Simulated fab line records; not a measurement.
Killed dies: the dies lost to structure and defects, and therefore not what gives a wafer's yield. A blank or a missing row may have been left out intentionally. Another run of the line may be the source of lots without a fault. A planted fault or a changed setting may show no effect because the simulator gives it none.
The same fault as seen by 2 desks / flow sky130 / each desk holds nothing but its own numbers, with what lay behind them at the end

THE TOOL OWNER'S DESK: hdpcvd-01
The tool's own readings at SKY_VIA1_HDPCVD_00 (deposits SiO2, target thk 1030 nm, time 171.7 s): means of the sampled wafers that have a number, for each lot that ran on this tool. If a lot's mean is further than 4 standard deviations from the usual mean, the lot is out of limits and carries the mark OUT (the distance appears in the brackets).
Columns: A = sih4_flow_sccm at SKY_VIA1_HDPCVD_00, usual 60.02 sccm
lot=L862; first seen here=day 35 12:27; A=59.75
lot=L863; first seen here=day 35 19:22; A=59.89
lot=L864; first seen here=day 36 01:41; A=60.11
lot=L866; first seen here=day 36 17:49; A=60.15
lot=L873; first seen here=day 39 20:10; A=49.88 (-53) OUT
lot=L875; first seen here=day 39 20:49; A=49.91 (-53) OUT
This desk's finding: out of limits on L873, L875; first on L873, day 39 20:10 (sih4_flow_sccm at SKY_VIA1_HDPCVD_00). Within limits: L862, L863, L864, L866.

FROM THE METROLOGY DESK
Lot by lot, what the gauges showed, no matter which tool ran the lot: averages of those sampled wafers that carry a number. If a lot's mean is further than 4 standard deviations from the usual mean, the lot is out of limits and carries the mark OUT (the distance appears in the brackets).
Columns: A = CONTACT_BOW at SKY_CONTACT_BOW_MEAS_05, usual 82 um; B = CONTACT_W_RS at SKY_CONTACT_RS_MEAS_25, usual 0.340 ohm/sq; C = VIA1_HDPCVD_THK at SKY_VIA1_THK_MEAS_01, usual 1031 nm
lot=L855; first seen here=day 30 06:56; A=87; B=0.340; C=1029
lot=L857; first seen here=day 31 14:44; A=73; B=0.340; C=1032
lot=L859; first seen here=day 32 04:26; A=81; B=0.340; C=1019
lot=L860; first seen here=day 32 15:23; A=81; B=0.336; C=1031
lot=L862; first seen here=day 33 05:16; A=72; B=0.339; C=1031
lot=L863; first seen here=day 33 11:05; A=77; B=0.343; C=1032
lot=L864; first seen here=day 33 19:12; A=83; B=0.343; C=1027
lot=L866; first seen here=day 34 11:07; A=77; B=0.335; C=1012
lot=L867; first seen here=day 34 17:33; A=78; B=0.342; C=1041
lot=L873; first seen here=day 37 15:40; A=77; B=0.341; C=865 (-17) OUT
lot=L875; first seen here=day 37 15:59; A=79; B=0.343; C=854 (-18) OUT
lot=L876; first seen here=day 39 07:47; A=83; B=0.344; C=1053
This desk reports L873, L875 out of limits; the earliest was L873 at day 39 20:17 (VIA1_HDPCVD_THK at SKY_VIA1_THK_MEAS_01). Within limits: L855, L857, L859, L860, L862, L863, L864, L866, L867, L876.

PUT TOGETHER
The tool owner's desk had the chance to raise an alarm at day 39 20:10 on L873, L875.
At day 39 20:17 the metrology desk could have sounded an alarm, on L873, L875.
On hdpcvd-01, each named lot ran SKY_VIA1_HDPCVD_00.

WHAT THE SIMULATOR PUT IN
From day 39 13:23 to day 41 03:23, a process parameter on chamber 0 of hdpcvd-01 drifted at SKY_VIA1_HDPCVD_00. A move of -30 in setting sih4_flow_sccm, from 60. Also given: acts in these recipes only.
Struck lots among those shown: L873, L875.
Delay (hours) between the fault's onset and each desk's first out-of-limits reading: 7 at the tool owner's desk, 7 at the metrology desk.
